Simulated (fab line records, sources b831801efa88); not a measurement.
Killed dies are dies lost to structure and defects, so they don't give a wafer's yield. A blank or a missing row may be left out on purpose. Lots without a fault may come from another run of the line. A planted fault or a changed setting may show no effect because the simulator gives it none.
fab line records | flow gf180mcu
record lots=14 wafers=42 last_day=34
route steps=602 shown M3@424 V3@440
lots that met no fault: from a run of the same line without faults
start_h: hours from the record's first day to the start of the lot's first wafer shown | wait_h: hours since the lot's step before | " the same as in the row above | L1.1+2: a row that stands for several wafers | - no value, or no start given | * or withheld: withheld | < > ~ a bound
route shown NAME@n: a module of which the file shows steps, and the number in the route of the first | usual: mean/standard deviation of fault-free wafers | same: alike in all rows | chamber/n: place in a boat | sites: the reading at each site | _std_site: their standard deviation | _edge_site: outer sites' mean less inner sites' | radius_mm: how far each site lies from the wafer's centre | mask NAME#n: copy n | behind: the tool/chamber that last shaped the wafer | hold: why the lot was held/for how many hours/how that ended | device: the transistor (n, p or np) that didn't switch | end of line: the same wafers' tests at the end of the route | a step without rows: its recipe alone | killed: dies lost to structure and defects at the first sort, not the wafer's yield | map: a wafer's dies, x killed, . not, _ none there
set.NAME: the setting as run; set.NAME@STEP: as run at that earlier step | model.NAME: the simulator's own value behind a step, which no gauge read
steps of the route over a sample of lots; a table a step, a row a wafer
services: from which hour (start_h, from the record's first day; less than 0 if before it) a tool's chamber was out of use, for how many hours, and why
## steps
# step GF_M3_OVL_MEAS_15
# usual M3_OVL=2/5.2
# columns lot.wafer tool chamber start_h wait_h M3_OVL[nm]
L644.1 overlay-02 - 487.50 0.1 -7
L644.2 " - " " -5
L644.6 " - " " -4
L645.1 overlay-01 - 495.98 0.1 7
L645.2 " - " " 5
L645.4 " - " " 1
L648.4 overlay-02 - 532.81 0.1 -5
L648.5 " - " " -8
L648.6 " - " " -3
L649.1 overlay-02 - 539.66 0.1 -5
L649.4 " - " " 2
L649.5 " - " " -2
L650.2 overlay-01 - 546.42 0.1 7
L650.5 " - " " 7
L650.6 " - " " 3
L651.2 overlay-01 - 552.57 0.1 -6
L651.3 " - " " 4
L651.4 " - " " -1
L652.1 overlay-02 - 561.46 0.1 18
L652.3 " - " " 2
L652.6 " - " " 3
L653.1 overlay-02 - 576.85 0.1 4
L653.4 " - " " 4
L653.5 " - " " 3
L656.1 overlay-02 - 600.40 0.1 1
L656.4 " - " " 5
L656.5 " - " " 1
L663.2 overlay-01 - 640.08 0.1 -12
L663.3 " - " " -7
L663.5 " - " " -10
L664.2 overlay-01 - 646.25 0.1 -4
L664.5 " - " " 1
L664.6 " - " " 0
L665.1 overlay-02 - 656.11 0.1 9
L665.2 " - " " 2
L665.3 " - " " 5
L666.3 overlay-01 - 660.29 0.1 4
L666.4 " - " " 1
L666.6 " - " " 8
L667.1 overlay-01 - 670.23 0.1 7
L667.4 " - " " 5
L667.6 " - " " 7
# step GF_V3_EXPOSE_11
# recipe mask_id=Via3 target_cd_nm=260 na=0.68 source_shape=conventional sigma_outer=0.6 dose_mj=38
# usual exposure_dose_mJ_cm2=37.95/0.048 focus_offset_nm=0.0/0.56
# columns lot.wafer tool chamber start_h wait_h mask exposure_dose_mJ_cm2 focus_offset_nm
L644.1 krf_scanner-02 0 500.93 - Via3#0 37.96 0.4
L644.2 " 0 " " Via3#0 37.97 0.1
L644.6 " 0 " " Via3#0 37.99 0.4
L645.1 krf_scanner-01 0 509.65 - Via3#0 37.99 -0.1
L645.2 " 0 " " Via3#0 37.93 -0.1
L645.4 " 0 " " Via3#0 37.97 -0.8
L648.4 krf_scanner-01 0 545.70 - Via3#0 37.93 0.3
L648.5 " 0 " " Via3#0 37.92 0.2
L648.6 " 0 " " Via3#0 37.92 0.2
L649.1 krf_scanner-02 0 552.20 - Via3#0 38.06 0.1
L649.4 " 0 " " Via3#0 37.99 -1.2
L649.5 " 0 " " Via3#0 37.95 0.0
L650.2 krf_scanner-02 0 559.34 - Via3#0 38.02 0.4
L650.5 " 0 " " Via3#0 38.01 0.8
L650.6 " 0 " " Via3#0 38.01 0.5
L651.2 krf_scanner-02 0 567.01 - Via3#0 37.88 0.1
L651.3 " 0 " " Via3#0 37.90 -0.1
L651.4 " 0 " " Via3#0 37.94 0.0
L652.1 krf_scanner-01 0 573.34 - Via3#0 37.90 0.5
L652.3 " 0 " " Via3#0 37.85 -0.1
L652.6 " 0 " " Via3#0 37.88 0.7
L653.1 krf_scanner-01 0 589.07 - Via3#0 37.95 -0.3
L653.4 " 0 " " Via3#0 37.89 -1.6
L653.5 " 0 " " Via3#0 37.89 -0.2
L656.1 krf_scanner-01 0 612.59 - Via3#0 37.97 0.2
L656.4 " 0 " " Via3#0 37.94 -0.1
L656.5 " 0 " " Via3#0 37.92 -0.4
L663.2 krf_scanner-02 - 652.06 - Via3#0 - -
L663.3 " - " " Via3#0 - -
L663.5 " - " " Via3#0 - -
L664.2 krf_scanner-02 - 657.68 - Via3#0 - -
L664.5 " - " " Via3#0 - -
L664.6 " - " " Via3#0 - -
L665.1 krf_scanner-01 0 666.91 - Via3#0 37.93 -0.9
L665.2 " 0 " " Via3#0 37.91 -1.3
L665.3 " 0 " " Via3#0 37.89 -0.3
L666.3 krf_scanner-01 0 671.53 - Via3#0 37.86 0.1
L666.4 " 0 " " Via3#0 37.96 -0.6
L666.6 " 0 " " Via3#0 37.88 -1.0
L667.1 krf_scanner-01 0 680.71 - Via3#0 37.95 0.1
L667.4 " 0 " " Via3#0 37.91 -0.2
L667.6 " 0 " " Via3#0 37.88 -0.5
# step GF_V3_ETCH_16
# recipe chemistry=N2/H2 target_depth_a=withheld overetch_a=withheld time_s=withheld target=BARC ion_energy_ev=200 source_w=500 bias_w=100 pressure_mtorr=30 n2_flow_sccm=100 h2_flow_sccm=200
# usual drypump_motor_current_A=5.8/0.4 oes_product_au=0.855/0.0051 throttle_valve_pct=13.224/0.0088
# columns lot.wafer tool chamber start_h wait_h drypump_motor_current_A oes_product_au throttle_valve_pct
L644.1 rie_diel-01 2 512.50 0.0 5.9 0.855 13.219
L644.2 " 3 " " 6.2 0.851 13.223
L644.6 " 0 " " 6.0 0.849 13.227
L645.1 rie_diel-03 0 521.00 0.0 4.8 0.852 13.214
L645.2 " 2 " " 5.7 0.861 13.224
L645.4 " 3 " " 6.1 0.859 13.234
L648.4 rie_diel-01 3 555.83 0.0 6.2 0.851 13.222
L648.5 " 0 " " 5.9 0.851 13.219
L648.6 " 1 " " 5.6 0.856 13.221
L649.1 rie_diel-03 2 563.10 0.0 5.7 0.842 13.221
L649.4 " 0 " " 4.8 0.860 13.221
L649.5 " 2 " " 5.6 0.850 13.243
L650.2 rie_diel-02 2 570.38 0.0 6.4 0.844 13.220
L650.5 " 0 " " 5.5 0.852 13.227
L650.6 " 1 " " 5.9 0.856 13.230
L651.2 rie_diel-02 1 577.53 0.0 6.0 0.850 13.214
L651.3 " 0 " " 5.5 0.848 13.221
L651.4 " 3 " " 5.2 0.859 13.220
L652.1 rie_diel-02 2 584.53 0.0 6.4 0.858 13.220
L652.3 " 1 " " 6.0 0.852 13.223
L652.6 " 3 " " 5.2 0.859 13.223
L653.1 rie_diel-01 3 599.50 0.0 6.2 0.849 13.222
L653.4 " 0 " " 5.9 0.852 13.228
L653.5 " 3 " " 6.2 0.857 13.217
L656.1 rie_diel-01 0 623.01 0.0 6.0 0.852 13.222
L656.4 " 2 " " 5.9 0.855 13.222
L656.5 " 0 " " 5.9 0.854 13.231
L663.2 rie_diel-03 3 661.25 0.0 6.1 0.850 13.237
L663.3 " 1 " " 6.5 0.858 13.222
L663.5 " 3 " " 6.1 0.855 13.218
L664.2 rie_diel-01 2 667.36 0.0 5.9 0.854 13.224
L664.5 " 0 " " 6.0 0.853 13.238
L664.6 " 1 " " 5.6 0.856 13.228
L665.1 rie_diel-03 1 676.67 0.0 6.4 0.850 13.226
L665.2 " 0 " " 4.8 0.856 13.232
L665.3 " 2 " " 5.7 0.854 13.226
L666.3 rie_diel-01 0 680.19 0.0 6.0 0.858 13.241
L666.4 " 1 " " 5.6 0.870 13.221
L666.6 " 0 " " 6.0 0.857 13.236
L667.1 rie_diel-02 2 690.56 0.0 6.4 0.858 13.247
L667.4 " 2 " " 6.3 0.856 13.248
L667.6 " 1 " " 5.9 0.853 13.221
# step GF_V3_SPUTTER_22
# recipe material=TiN target_thk_nm=10 chamber_pressure_pa=5 power_w=4000 time_s=40
# usual throttle_valve_pct=30.2/0.68
# columns lot.wafer tool chamber start_h wait_h throttle_valve_pct
L644.1 pvd_sputter-01 - 513.57 0.0 30.5
L644.2 " - " " 29.6
L644.6 " - " " 29.8
L645.1 pvd_sputter-04 - 521.75 0.0 31.1
L645.2 " - " " 32.1
L645.4 " - " " 30.8
L648.4 pvd_sputter-02 - 556.66 0.0 29.9
L648.5 " - " " 29.5
L648.6 " - " " 29.7
L649.1 pvd_sputter-02 - 564.16 0.0 29.5
L649.4 " - " " 29.2
L649.5 " - " " 29.4
L650.2 pvd_sputter-01 - 571.10 0.0 29.8
L650.5 " - " " 29.6
L650.6 " - " " 30.3
L651.2 pvd_sputter-01 - 578.25 0.0 30.2
L651.3 " - " " 29.7
L651.4 " - " " 29.8
L652.1 pvd_sputter-01 - 585.25 0.0 30.0
L652.3 " - " " 30.0
L652.6 " - " " 29.6
L653.1 pvd_sputter-01 - 600.23 0.0 30.0
L653.4 " - " " 29.5
L653.5 " - " " 30.4
L656.1 pvd_sputter-01 - 623.78 0.0 29.7
L656.4 " - " " 29.9
L656.5 " - " " 30.0
L663.2 pvd_sputter-02 - 661.97 0.0 29.9
L663.3 " - " " 29.3
L663.5 " - " " 29.9
L664.2 pvd_sputter-04 - 668.09 0.0 32.1
L664.5 " - " " 31.8
L664.6 " - " " 30.9
L665.1 pvd_sputter-01 - 677.40 0.0 30.5
L665.2 " - " " 29.9
L665.3 " - " " 30.3
L666.3 pvd_sputter-01 - 680.92 0.0 30.0
L666.4 " - " " 30.2
L666.6 " - " " 29.7
L667.1 pvd_sputter-01 - 691.29 0.0 30.3
L667.4 " - " " 30.1
L667.6 " - " " 30.4
## services
# columns tool chamber start_h hours kind
rie_diel-02 1 498.52 2.5 repair
rie_diel-02 3 502.62 4.8 repair
pvd_sputter-01 - 526.01 9.5 repair
krf_scanner-01 - 528.24 0.8 pm
krf_scanner-01 - 530.16 1.0 pm
krf_scanner-01 - 534.24 3.6 pm
rie_diel-03 - 536.86 2.8 pm
krf_scanner-02 - 537.80 1.3 pm
krf_scanner-01 - 559.08 1.3 pm
rie_diel-03 3 559.38 7.9 repair
krf_scanner-01 - 564.03 0.8 pm
krf_scanner-01 - 564.78 6.0 pm
rie_diel-03 0 568.65 5.3 repair
krf_scanner-02 - 570.78 0.8 pm
krf_scanner-02 - 577.57 1.8 repair
rie_diel-03 3 579.72 3.9 repair
pvd_sputter-01 - 597.20 0.5 repair
rie_diel-03 1 605.23 43.4 repair
krf_scanner-02 - 619.31 11.6 pm
rie_diel-03 - 622.07 1.0 repair
rie_diel-03 3 626.40 10.1 repair
krf_scanner-02 - 640.64 1.0 pm
krf_scanner-01 - 676.35 4.0 pm
rie_diel-01 2 678.80 9.5 repair
## key
first_sign step=GF_V3_EXPOSE_11 reading=tool_record direction=missing
effect none on later readings
met_at GF_V3_EXPOSE_11
struck_lots L663,L664
later_rows_left_out L663.2,L663.3,L663.5,L664.2,L664.5,L664.6
sort_left_out L663.2,L663.3,L663.5,L664.2,L664.5,L664.6
not_acting_at GF_M3_OVL_MEAS_15,GF_V3_ETCH_16,GF_V3_SPUTTER_22
onset_between 567.01 652.06
fault kind=skipped_step_whole tool=krf_scanner-02 chamber=- onset_h=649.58 steps=GF_V3_EXPOSE_11 scope=struck_lots_only
# sort_left_out: the simulated sort isn't trusted on such a fault, so these wafers' sort isn't shown, and their yield isn't known
# later_rows_left_out: the simulator's readings of these wafers behind a module that went badly wrong aren't trusted and aren't shown, but for the sort
